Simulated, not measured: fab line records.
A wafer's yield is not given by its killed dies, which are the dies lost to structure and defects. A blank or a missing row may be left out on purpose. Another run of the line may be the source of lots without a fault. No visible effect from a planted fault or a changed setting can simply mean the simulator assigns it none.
A lot that was struck, set against a sound lot -- flow sky130 -- 15 out of 708 route steps
Sound: the wafers L138.1, L138.3, L138.6. Struck: wafers L146.1, L146.3, L146.5. The cause comes at the end.
For every step that has rows: the tool of each side, followed by ch and its chambers, followed by its first start. Under that, the readings that differ: sound wafers -- struck wafers -- difference of the means -- sigmas: that difference in standard deviations of wafers without a fault.
alike: readings whose means differ by less than 2 such deviations, and words and numbers that are the same on both sides. not compared: withheld readings, readings that some wafer has no value for, bounds like >300 that may hide the same value, and numbers for which the record gives no deviation and whose values overlap.
A row with sigmas, a row that says differs or no value, or rows on one side alone: a step with any of these is where the two part. When numbers do not overlap yet have no deviation, they are printed without sigmas and do not part them. A reading that every wafer of one side lacks parts them only if that side has two wafers or more.

SKY_LOCAL_INTERCONNECT_RS_MEAS_01: a four-point-probe measurement.
  sound on film_metro-01, day 30 10:24; struck on film_metro-01, day 33 01:24
  alike: LOCAL_INTERCONNECT_TIN_RS
SKY_LOCAL_INTERCONNECT_THK_MEAS_02: measures by xrf.
  sound on film_metro-01, day 30 10:31; struck on film_metro-01, day 33 01:31
  alike: LOCAL_INTERCONNECT_TIN_THK
then, 8 steps without rows for these wafers: SKY_LOCAL_INTERCONNECT_DEHYDRATE_03 (time 60 s); SKY_LOCAL_INTERCONNECT_HMDS_04 (prime time 60 s); SKY_LOCAL_INTERCONNECT_COAT_05 (resist thk 60 nm); SKY_LOCAL_INTERCONNECT_COAT_06 (resist thk 450 nm); SKY_LOCAL_INTERCONNECT_SOFTBAKE_07 (time 90 s); SKY_LOCAL_INTERCONNECT_EXPOSE_08 (exposes mask LI1M, target cd 170 nm); SKY_LOCAL_INTERCONNECT_PEB_09; SKY_LOCAL_INTERCONNECT_DEVELOP_10 (develop time 60 s).
SKY_LOCAL_INTERCONNECT_CD_MEAS_11 targets a cd of 170 nm.
  sound on cd_sem-01, day 31 14:40; struck on cd_sem-01, day 34 05:04
  alike: cd_nm
SKY_LOCAL_INTERCONNECT_OVL_MEAS_12:
  sound on overlay-01, day 31 14:47; struck on overlay-01, day 34 05:11
reading,sound,struck,difference,sigmas
LOCAL_INTERCONNECT_OVL (nm),0 -4 -5,20 14 16,+20,+3
SKY_LOCAL_INTERCONNECT_ETCH_13: etches BARC in N2/H2, stops on SiO2, time 45.9 s, target depth 60 nm.
  sound on rie_metal-03 ch 0,1, day 31 14:49; struck on rie_metal-03 ch 0, day 34 05:13
reading,sound,struck,difference,sigmas
oes_product_au (a.u.),0.861 0.844 0.848,0.881 0.889 0.893,+0.037,+8
run_length_s (s),74.7 74.2 74.7,72.1 72.3 72.2,-2.3,-7
  alike: chamber_pressure_mTorr, drypump_motor_current_A, throttle_valve_pct
  not compared: rf_hours_counter_h
SKY_LOCAL_INTERCONNECT_METAL_ETCH_14: etches TiN in Cl2/BCl3, stops on PSG, target depth 110 nm, time 31.4 s.
  sound on rie_metal-03 ch 0,1, day 31 14:53; struck on rie_metal-03 ch 0, day 34 05:21
  alike: chamber_pressure_mTorr, drypump_motor_current_A, oes_product_au, run_length_s, throttle_valve_pct
  not compared: rf_hours_counter_h
after that, 1 step had no rows for these wafers: SKY_PAD_OPEN_PROBE_99.

WHERE THEY PART
Earliest at SKY_LOCAL_INTERCONNECT_OVL_MEAS_12; latest, in this record, at SKY_LOCAL_INTERCONNECT_ETCH_13. Later steps at which nothing parts them and some readings are alike: SKY_LOCAL_INTERCONNECT_METAL_ETCH_14.

WHY: whatever the simulator had introduced
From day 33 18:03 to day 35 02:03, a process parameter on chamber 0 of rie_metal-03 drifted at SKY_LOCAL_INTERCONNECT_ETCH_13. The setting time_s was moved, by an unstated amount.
